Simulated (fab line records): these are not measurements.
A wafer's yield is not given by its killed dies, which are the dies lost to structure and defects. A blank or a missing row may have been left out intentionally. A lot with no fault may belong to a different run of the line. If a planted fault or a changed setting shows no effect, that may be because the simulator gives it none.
One fault seen from 2 desks || flow gf180mcu || only its own numbers are on each desk; what lay behind them is given at the end

METROLOGY DESK
What the gauges read, lot by lot, whatever tool the lot ran on: means of the sampled wafers that have a number. The brackets show how far a lot's mean lies from the usual mean; more than 4 standard deviations puts the lot out of limits, marked OUT.
Columns: A = V4_W_RS at GF_V4_RS_MEAS_24, usual 0.326 ohm/sq; B = V4_W_THK at GF_V4_THK_MEAS_25, usual 379 nm; C = MIM_CVD_05_THK at GF_MIM_THK_MEAS_06, usual 42.1 nm; D = MIM_ALCU_RS at GF_MIM_RS_MEAS_10, usual 0.1600 ohm/sq; E = MIM_ALCU_THK at GF_MIM_THK_MEAS_11, usual 203.9 nm; F = cd_nm at GF_M5_CD_MEAS_07, usual 280.1 nm; G = M5_OVL at GF_M5_OVL_MEAS_08, usual -3 nm
{"lot": "L216", "first seen here": "day 25 05:02", "A": 0.322, "B": 382, "C": 42.3, "D": 0.1597, "E": 204.4, "F": 279.6, "G": -9}
{"lot": "L222", "first seen here": "day 26 22:45", "A": 0.327, "B": 379, "C": 42.4, "D": 0.1586, "E": 204.1, "F": 279.3, "G": 0}
{"lot": "L225", "first seen here": "day 27 19:46", "A": 0.322, "B": 383, "C": 41.6, "D": 0.1582, "E": 206.7, "F": 279.3, "G": -4}
{"lot": "L232", "first seen here": "day 29 22:27", "A": 0.324, "B": 383, "C": 41.4, "D": 0.1577, "E": 206.2, "F": 280.4, "G": 2}
{"lot": "L234", "first seen here": "day 30 08:16", "A": 0.325, "B": 380, "C": 42.6, "D": 0.1598, "E": 203.3, "F": 279.8, "G": -7}
{"lot": "L238", "first seen here": "day 31 10:09", "A": 0.327, "B": 381, "C": 41.8, "D": 0.1625, "E": 200.9, "F": 280.4, "G": -10}
This desk's verdict: no lot among the 6 shows anything out of limits.

TOOL OWNER'S DESK, pvd_sputter-01
At GF_MIM_SPUTTER_09 (material TiN, target thk 35 nm, time 29.2 s) the tool's own readings: per lot run on this tool, the mean of the sampled wafers that have a number. The brackets show how far a lot's mean lies from the usual mean; more than 4 standard deviations puts the lot out of limits, marked OUT.
Columns: A = cathode_dc_power_W at GF_MIM_SPUTTER_09, usual 6500.0 W; B = throttle_valve_pct at GF_MIM_SPUTTER_09, usual 29.5 %
{"lot": "L222", "first seen here": "day 26 23:35", "A": 6500.5, "B": 29.4}
{"lot": "L232", "first seen here": "day 29 23:23", "A": 6501.6, "B": 29.5}
{"lot": "L234", "first seen here": "day 30 09:07", "A": 6499.2, "B": 29.3}
This desk's verdict: no lot among the 3 shows anything out of limits.

PUT TOGETHER
Nothing out of limits was seen by the metrology desk.
The desk of the tool owner found nothing out of limits.

WHAT WAS PUT IN BY THE SIMULATOR
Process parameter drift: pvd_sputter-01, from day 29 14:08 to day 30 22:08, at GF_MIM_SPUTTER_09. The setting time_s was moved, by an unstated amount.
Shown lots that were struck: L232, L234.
